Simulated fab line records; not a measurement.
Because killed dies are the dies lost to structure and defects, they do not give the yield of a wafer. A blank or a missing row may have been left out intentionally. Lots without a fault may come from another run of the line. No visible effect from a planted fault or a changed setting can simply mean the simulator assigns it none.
Which tool was responsible? :: flow sky130 :: 6 lots, 18 wafers sampled, at 3 steps of a route of 708

WHAT THE GAUGES READ, wafer by wafer
SKY_NWELL_TW_MEAS_26.
lot: L218
measured: day 5 13:31
on: filmMetro-04
NWELL_2_TW: 490 491 489

lot: L220
measured: day 6 05:59
on: filmMetro-04
NWELL_2_TW: 490 492 494

lot: L222
measured: day 6 20:08
on: filmMetro-01
NWELL_2_TW: 485 489 484

lot: L224
measured: day 7 03:37
on: filmMetro-02
NWELL_2_TW: 493 491 491

lot: L230
measured: day 8 18:19
on: filmMetro-01
NWELL_2_TW: 487 487 486

lot: L236
measured: day 10 12:41
on: filmMetro-01
NWELL_2_TW: 603 602 606

TOOL THAT RAN EACH LOT (tool first, then ch and the chambers of the sampled wafers, then the start)
lot: L218
SKY_NWELL_STRIP_14: plasmaAsher-01 ch 0,1, day 4 19:34
SKY_NWELL_IMPLANT_24: implanter-03 ch 0, day 5 13:16

lot: L220
SKY_NWELL_STRIP_14: plasmaAsher-04 ch 0,1, day 5 11:32
SKY_NWELL_IMPLANT_24: implanter-01 ch 0, day 6 05:47

lot: L222
SKY_NWELL_STRIP_14: plasmaAsher-03 ch 0,1, day 6 00:02
SKY_NWELL_IMPLANT_24: implanter-03 ch 0, day 6 19:55

lot: L224
SKY_NWELL_STRIP_14: plasmaAsher-04 ch 0,1, day 6 08:01
SKY_NWELL_IMPLANT_24: implanter-01 ch 0, day 7 03:22

lot: L230
SKY_NWELL_STRIP_14: plasmaAsher-04 ch 0,1, day 7 21:59
SKY_NWELL_IMPLANT_24: implanter-01 ch 0, day 8 18:05

lot: L236
SKY_NWELL_STRIP_14: plasmaAsher-03 ch 0,1, day 9 12:31
SKY_NWELL_IMPLANT_24: implanter-01 ch 0, day 10 12:07
- SKY_NWELL_STRIP_14: strips in O2/N2.
- SKY_NWELL_IMPLANT_24

THE ANSWER, worked out from the rows above alone
Rule: what is usual is taken from the lots themselves. The widest of any qualifying gaps counts: lots, ordered by their means at a reading, are off when they make up no more than a third of the lots, leave a main group of 4 or more, and stand apart from it by 3 or more times the standard deviation of that group's means. Not used: any main group whose means are identical at the precision the tables above print for the reading. A lot without any number at a reading at which 4 lots or more have one is off too. Any other lot the step has rows for is counted as sound.
Off: at SKY_NWELL_TW_MEAS_26 (NWELL_2_TW), L236. Mean 489 and standard deviation 2.5 in the main group.
If a tool, at a process step before that reading, ran all the lots that are off and no sound lot after the first of them, it fits. The gauges at SKY_NWELL_TW_MEAS_26 are tried like those tools. Can't be told from this: 3 tools fit, plasmaAsher-03 at SKY_NWELL_STRIP_14, implanter-01 at SKY_NWELL_IMPLANT_24, filmMetro-01 at SKY_NWELL_TW_MEAS_26.

WHAT WAS PUT IN BY THE SIMULATOR
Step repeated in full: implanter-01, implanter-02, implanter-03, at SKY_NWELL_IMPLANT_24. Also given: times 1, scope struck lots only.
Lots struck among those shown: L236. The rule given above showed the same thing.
